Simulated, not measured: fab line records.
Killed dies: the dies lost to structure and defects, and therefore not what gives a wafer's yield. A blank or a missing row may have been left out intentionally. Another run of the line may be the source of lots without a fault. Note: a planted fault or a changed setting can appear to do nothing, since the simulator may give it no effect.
Chamber matching -- flow sky130 -- cmp-01 running SKY_VIA2_CMP_02: 4 sister chambers
The step polishes SiO2. 16 wafers are shown with their chamber, then 8 later ones without.

== WAFERS PAIRED WITH THEIR CHAMBERS ==
wafer,chamber,motorCurrentA (A)
L460.1,1,10.7
L460.3,3,10.8
L460.4,0,12.3
L459.1,3,10.9
L459.2,1,10.6
L459.4,2,12.8
L470.2,3,10.7
L470.3,1,11.6
L470.6,1,10.6
L472.1,2,12.3
L472.2,1,11.1
L472.6,1,10.2
L474.1,3,10.6
L474.4,1,10.8
L474.6,1,10.7
L475.1,0,12.1

SIGNATURES (means of the wafers above)
reading,chamber 0,chamber 1,chamber 2,chamber 3,scatter within a chamber
motorCurrentA,12.200,10.787,12.550,10.750,0.34
Rule: for each reading, subtract the chamber's mean from the wafer's reading, divide by that reading's scatter and square the result; add these up over the readings and take the root, which gives the wafer's distance from the chamber. If the next closest chamber is less than 2 further off than the closest, the wafer can't be placed; otherwise it belongs to the closest. The scatter: take each reading less its chamber's mean, square it, sum over the shown wafers, divide by the number of wafers less the number of chambers, and take the root.

== WAFERS MISSING THEIR CHAMBER ==
wafer,motorCurrentA (A)
L475.2,10.3
L475.4,11.2
L477.4,9.8
L477.5,10.4
L477.6,12.2
L479.2,10.7
L479.3,11.4
L479.6,13.4

== WHICH CHAMBER EACH WENT THROUGH ==
wafer,from the rows above,in truth
L475.2,can't be placed: 3 or 1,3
L475.4,can't be placed: 1 or 3 or 0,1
L477.4,can't be placed: 3 or 1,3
L477.5,can't be placed: 3 or 1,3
L477.6,can't be placed: 0 or 2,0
L479.2,can't be placed: 3 or 1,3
L479.3,can't be placed: 1 or 3 or 0 or 2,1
L479.6,can't be placed: 2 or 0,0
Correctly placed: 0 of 8. These rows do not allow placing 8 (true chamber among the candidates in 8). Wrongly placed: 0.
